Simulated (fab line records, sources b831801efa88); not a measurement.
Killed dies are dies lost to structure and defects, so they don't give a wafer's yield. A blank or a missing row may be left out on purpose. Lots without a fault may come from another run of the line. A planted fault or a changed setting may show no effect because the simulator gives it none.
Chamber matching | flow gf180mcu | GF_PASSIVATION_ETCH_11 on rie_diel-02: 4 sister chambers
The step etches the open film in CF4/O2, stops on TiN, target depth 2040 nm, time 453.3 s. 8 wafers are shown with their chamber, then 7 later ones without.

WAFERS WITH THEIR CHAMBER
wafer  | chamber | drypump_motor_current_A (A) | oes_product_au (a.u.)
L623.6 | 1       | 5.68                        | 0.990
L628.1 | 2       | 5.41                        | 0.990
L628.6 | 3       | 4.92                        | 0.993
L633.2 | 2       | 5.43                        | 0.992
L633.4 | 3       | 4.92                        | 0.982
L633.5 | 0       | 4.99                        | 0.995
L635.1 | 0       | 5.00                        | 0.995
L635.4 | 1       | 5.71                        | 0.986

WAFERS WITHOUT THEIR CHAMBER
wafer  | drypump_motor_current_A (A) | oes_product_au (a.u.)
L635.5 | 5.42                        | 0.993
L639.1 | 5.73                        | 0.995
L639.2 | 4.93                        | 0.988
L639.3 | 4.98                        | 0.992
L646.2 | 5.72                        | 0.992
L646.4 | 5.00                        | 0.979
L646.6 | 5.41                        | 0.985

WHICH CHAMBER EACH WENT THROUGH
wafer  | from the rows above | in truth
L635.5 | 2                   | 2
L639.1 | 1                   | 1
L639.2 | 3                   | 3
L639.3 | 0                   | 0
L646.2 | 1                   | 1
L646.4 | 0                   | 0
L646.6 | 2                   | 2
Placed correctly: 7 of 7. Can't be placed from these rows: 0. Placed wrongly: 0.
How it was worked out, from the rows above alone: a wafer's distance from a chamber is the root of the sum, over the readings, of the square of ((its reading less the chamber's mean) divided by the reading's scatter). The wafer belongs to the nearest chamber; if the next one is less than 2 further off, it can't be placed. A chamber's mean is the mean of its shown wafers. The scatter: the root of (the sum of the squares of (reading less its chamber's mean) over the shown wafers, divided by (wafers less chambers)).
